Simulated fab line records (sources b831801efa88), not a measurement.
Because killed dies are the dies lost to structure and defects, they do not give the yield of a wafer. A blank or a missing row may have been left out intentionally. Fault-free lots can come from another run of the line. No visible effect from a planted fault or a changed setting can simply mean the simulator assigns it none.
The same fault as seen by 2 desks | flow sfq_line | numbers are kept per desk, each desk with only its own; the story behind them comes last

== FROM THE METROLOGY DESK ==
What the gauges read for every lot (on any tool): the sampled wafers with a number, averaged. A lot is out of limits, marked OUT, if its mean lies more than 4 standard deviations from the usual mean; the brackets give that distance.
Columns: A = L0V_OVL at SFQ_L0V_OVL_MEAS_903, usual 0 nm
lot  | first seen here | A
L448 | day 4 23:52     | 3
L449 | day 5 08:15     | -6
L466 | day 8 23:20     | 8
L468 | day 9 08:54     | -4
L469 | day 9 12:31     | -1
L470 | day 9 17:19     | -2
Finding of this desk: none of the 6 lots has anything out of limits.

== AT THE TOOL OWNER'S DESK: rie_diel-03 ==
The tool's own readings at SFQ_TRILAYER_L0_VIA_BARC_OPEN_VIA_ETCH_021 (etches BARC in O2, target depth 125 nm, time 41.7 s): means of the sampled wafers that have a number, for each lot that ran on this tool. A lot is out of limits, marked OUT, if its mean lies more than 4 standard deviations from the usual mean; the brackets give that distance.
Columns: A = chamber_pressure_mTorr at SFQ_TRILAYER_L0_VIA_BARC_OPEN_VIA_ETCH_021, usual 30.002 mTorr; B = drypump_motor_current_A at SFQ_TRILAYER_L0_VIA_BARC_OPEN_VIA_ETCH_021, usual 5.5 A; C = oes_product_au at SFQ_TRILAYER_L0_VIA_BARC_OPEN_VIA_ETCH_021, usual 0.686 a.u.
lot  | first seen here | A      | B   | C
L448 | day 4 23:53     | 30.003 | 5.6 | 0.687
L449 | day 5 08:17     | 29.979 | 5.7 | 0.689
L466 | day 8 23:22     | 30.026 | 5.6 | 0.687
L468 | day 9 08:56     | 29.981 | 6.0 | 0.686
Finding of this desk: none of the 4 lots has anything out of limits.

== PUT TOGETHER ==
Metrology desk: nothing out of limits seen.
The tool owner's desk saw nothing out of limits.

== WHAT HAD BEEN PUT IN BY THE SIMULATOR ==
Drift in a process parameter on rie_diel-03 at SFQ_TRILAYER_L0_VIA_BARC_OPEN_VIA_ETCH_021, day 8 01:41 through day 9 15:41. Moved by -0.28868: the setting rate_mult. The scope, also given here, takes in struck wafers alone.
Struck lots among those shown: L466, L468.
